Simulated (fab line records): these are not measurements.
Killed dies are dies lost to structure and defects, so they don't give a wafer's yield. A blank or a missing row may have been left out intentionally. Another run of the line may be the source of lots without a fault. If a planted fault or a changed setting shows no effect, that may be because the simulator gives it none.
Matching of chambers ; flow gf180mcu ; GF_V4_ETCH_16 on rie diel-02 has 4 sister chambers
The step etches BARC in N2/H2. 8 wafers are shown with their chamber, then 7 later ones without.

## WAFERS, EACH WITH ITS CHAMBER
wafer;chamber;throttle valve pct (%);oes product au (a.u.)
L080.4;1;13.231;0.858
L083.1;0;13.238;0.857
L083.4;2;13.212;0.862
L085.3;2;13.202;0.852
L085.4;3;13.217;0.852
L085.5;3;13.231;0.850
L088.1;0;13.218;0.864
L088.2;1;13.217;0.845

## WAFERS WITHOUT THEIR CHAMBER
wafer;throttle valve pct (%);oes product au (a.u.)
L088.6;13.233;0.859
L091.1;13.228;0.862
L091.2;13.212;0.856
L091.5;13.229;0.851
L094.2;13.235;0.854
L094.3;13.219;0.860
L094.6;13.217;0.856

## WHICH CHAMBER EACH WENT THROUGH
wafer;from the rows above;in truth
L088.6;can't be placed: 0 or 1 or 3 or 2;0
L091.1;can't be placed: 0 or 1 or 3 or 2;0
L091.2;can't be placed: 2 or 1 or 3 or 0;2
L091.5;can't be placed: 3 or 1 or 0 or 2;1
L094.2;can't be placed: 1 or 3 or 0 or 2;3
L094.3;can't be placed: 0 or 2 or 1 or 3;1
L094.6;can't be placed: 2 or 1 or 3 or 0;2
0 of 7 placed correctly. From these rows, 7 cannot be placed; in 7 the true chamber is one of the candidates. Wrongly placed: 0.
How it was worked out, from the rows above alone: a wafer's distance from a chamber is the root of the sum, over the readings, of the square of ((its reading less the chamber's mean) divided by the reading's scatter). If the next closest chamber is less than 2 further off than the closest, the wafer can't be placed; otherwise it belongs to the closest. A chamber's mean is the mean of its shown wafers. How the scatter is found: for the shown wafers, subtract from each reading the mean of its chamber, square and add these, divide the total by (wafers less chambers), then take the root.
